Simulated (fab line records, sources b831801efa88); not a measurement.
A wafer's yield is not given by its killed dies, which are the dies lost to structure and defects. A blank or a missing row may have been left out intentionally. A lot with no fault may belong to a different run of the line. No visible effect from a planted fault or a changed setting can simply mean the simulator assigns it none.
2 desks looking at one fault || flow sky130 || what lay behind the numbers comes last; until then each desk has only its own

THE METROLOGY DESK
What the gauges read, lot by lot, whatever tool the lot ran on: means of the sampled wafers that have a number. If a lot's mean is further than 4 standard deviations from the usual mean, the lot is out of limits and carries the mark OUT (the distance appears in the brackets).
Columns: A = VIA4_HDPCVD_THK at SKY_VIA4_THK_MEAS_01, usual 1755 nm; B = VIA4_BOW at SKY_VIA4_BOW_MEAS_03, usual 77 um; C = VIA4_OVL at SKY_VIA4_OVL_MEAS_11, usual 0.4 nm
{"lot": "L579", "first seen here": "day 42 09:27", "A": 1749, "B": 67, "C": 1.4}
{"lot": "L581", "first seen here": "day 43 01:46", "A": 1780, "B": 72, "C": -1.6}
{"lot": "L589", "first seen here": "day 45 20:35", "A": 1750, "B": 84, "C": 0.5}
{"lot": "L595", "first seen here": "day 46 17:08", "A": 1757, "B": 75, "C": 0.4}
{"lot": "L596", "first seen here": "day 47 00:04", "A": 1770, "B": 79, "C": -0.2}
{"lot": "L600", "first seen here": "day 48 08:47", "A": 1732, "B": 74, "C": 0.5}
Finding of this desk: none of the 6 lots has anything out of limits.

THE TOOL OWNER'S DESK: litho track-02
At SKY_VIA4_SOFTBAKE_07 (time 60 s), the tool's own readings, given per lot that ran on this tool as the mean of the sampled wafers with a number. If a lot's mean is further than 4 standard deviations from the usual mean, the lot is out of limits and carries the mark OUT (the distance appears in the brackets).
Columns: A = chill plate temp C at SKY_VIA4_SOFTBAKE_07, usual 23.00 C; B = exhaust pa at SKY_VIA4_SOFTBAKE_07, usual 45.1 Pa; C = heater power total W at SKY_VIA4_SOFTBAKE_07, usual 56.60 W; D = plate temp C at SKY_VIA4_SOFTBAKE_07, usual 90.00 C
{"lot": "L581", "first seen here": "day 43 13:55", "A": 23.10, "B": 45.5, "C": 56.58, "D": 89.96}
{"lot": "L589", "first seen here": "day 46 06:50", "A": 23.06, "B": 43.8, "C": "58.56 (+42) OUT", "D": "92.38 (+20) OUT"}
{"lot": "L595", "first seen here": "day 47 02:56", "A": 23.08, "B": 45.2, "C": "58.55 (+42) OUT", "D": "92.19 (+18) OUT"}
This desk's verdict: out of limits on L589, L595, starting with L589 at day 46 06:50 (heater power total W at SKY_VIA4_SOFTBAKE_07). Within limits: L581.

ALL TOGETHER
An alarm could have come from the tool owner's desk at day 46 06:50, on L589, L595.
Nothing out of limits was seen by the metrology desk.
The metrology desk has L589, L595 on record, within its limits.
SKY_VIA4_SOFTBAKE_07 was run on litho track-02 by each of the lots named.

WHAT THE SIMULATOR HAD INSERTED
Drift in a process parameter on litho track-02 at SKY_VIA4_SOFTBAKE_07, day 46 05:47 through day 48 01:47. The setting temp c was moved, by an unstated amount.
Struck lots among those shown: L589, L595.
How many hours passed from the start of the fault until each desk's first out-of-limits reading: the tool owner's desk, 1.
